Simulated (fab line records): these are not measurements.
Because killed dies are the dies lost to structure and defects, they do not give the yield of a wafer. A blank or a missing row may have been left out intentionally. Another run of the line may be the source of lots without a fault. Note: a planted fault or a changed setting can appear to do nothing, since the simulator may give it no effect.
A lot that was struck, set against a sound lot    flow sky130    14 out of 708 route steps
Sound: the wafers L699.2, L699.3, L699.5. Struck: wafers L707.3, L707.4. (L707.1 of the same lot was not struck and is left out.) The cause comes at the end.
For every step that has rows: the tool of each side, followed by ch and its chambers, followed by its first start. Under that, the readings that differ: sound wafers    struck wafers    difference of the means    sigmas: that difference in standard deviations of wafers without a fault.
alike: readings with means less than 2 such deviations apart, plus words and numbers identical on both sides. not compared: withheld readings, readings lacking a value on some wafer, bounds such as >300 that could conceal the same value, and numbers that have no deviation in the record and whose values overlap.
The two part at a step that has a row with sigmas, a row that says differs or no value, or rows on one side only. Numbers that don't overlap but have no deviation are shown without sigmas and don't part them. Lack of a reading on every wafer of one side parts them only where that side has two or more wafers.

first, 4 steps without rows for these wafers: SKY_LI_CONTACT_SOFTBAKE_08 (time 90 s); SKY_LI_CONTACT_EXPOSE_09 (exposes mask LICM1, target cd 170 nm); SKY_LI_CONTACT_PEB_10; SKY_LI_CONTACT_DEVELOP_11 (develop time 60 s).
SKY_LI_CONTACT_CD_MEAS_12: the cd target is 170 nm.
  sound on cd_sem-02, day 28 23:57; struck on cd_sem-02, day 32 02:32
  alike: cd_nm
SKY_LI_CONTACT_OVL_MEAS_13:
  sound on overlay-02, day 29 00:03; struck on overlay-01, day 32 02:40
  alike: LI_CONTACT_OVL
SKY_LI_CONTACT_ETCH_14: etches BARC in N2/H2, stops on SiO2, time 45.9 s, target depth 60 nm.
  sound on rie_diel-04 ch 0,2,3, day 29 00:05; struck on rie_diel-03 ch 2,3, day 32 02:42
  alike: drypump_motor_current_A, oes_product_au, throttle_valve_pct
  not compared: rf_hours_counter_h
SKY_LI_CONTACT_ETCH_15: etches PSG in C4F8/O2/Ar, stops on Si, target depth 600 nm.
  sound on rie_diel-04 ch 0,2,3, day 29 00:08; struck on rie_diel-03 ch 2,3, day 32 02:44
  alike: oes_product_au
SKY_LI_CONTACT_STRIP_16: strips in O2/N2.
  sound on plasma_asher-03 ch 0,1, day 29 00:13; struck on plasma_asher-03 ch 0,1, day 32 02:50
  alike: drypump_motor_current_A, oes_product_au, strip_time_to_endpoint_s
  not compared: rf_hours_counter_h
then, 2 steps without rows for these wafers: SKY_LI_CONTACT_CLEAN_17 (cleans in NMP, time 600 s); SKY_LI_CONTACT_PRE_CLEAN_18 (time 5.6 s).
SKY_LI_CONTACT_SPUTTER_19: material Ti, target thk 20 nm, time 106.37 s.
  sound on pvd_sputter-01, day 29 00:31; struck on pvd_sputter-03, day 32 03:07
  alike: throttle_valve_pct
SKY_LI_CONTACT_SPUTTER_20: material TiN, target thk 20 nm, time 80 s.
  sound on pvd_sputter-01, day 29 00:35; struck on pvd_sputter-03, day 32 03:12
reading                                         sound              struck       difference  sigmas
model.TiN_of_LI_CONTACT_SPUTTER_20.thk_nm (nm)  19.91 20.29 19.95  21.33 20.99  +1.11       
  alike: throttle_valve_pct
SKY_LI_CONTACT_CVD_21: deposits W, target thk 400 nm, time 120.56 s.
  sound on cvd_w-02 ch 0,1, day 29 00:38; struck on cvd_w-01 ch 0,1, day 32 03:16
  alike: heater_power_w

WHERE THEY PART
Nowhere in this record.

WHY: what had been put in by the simulator
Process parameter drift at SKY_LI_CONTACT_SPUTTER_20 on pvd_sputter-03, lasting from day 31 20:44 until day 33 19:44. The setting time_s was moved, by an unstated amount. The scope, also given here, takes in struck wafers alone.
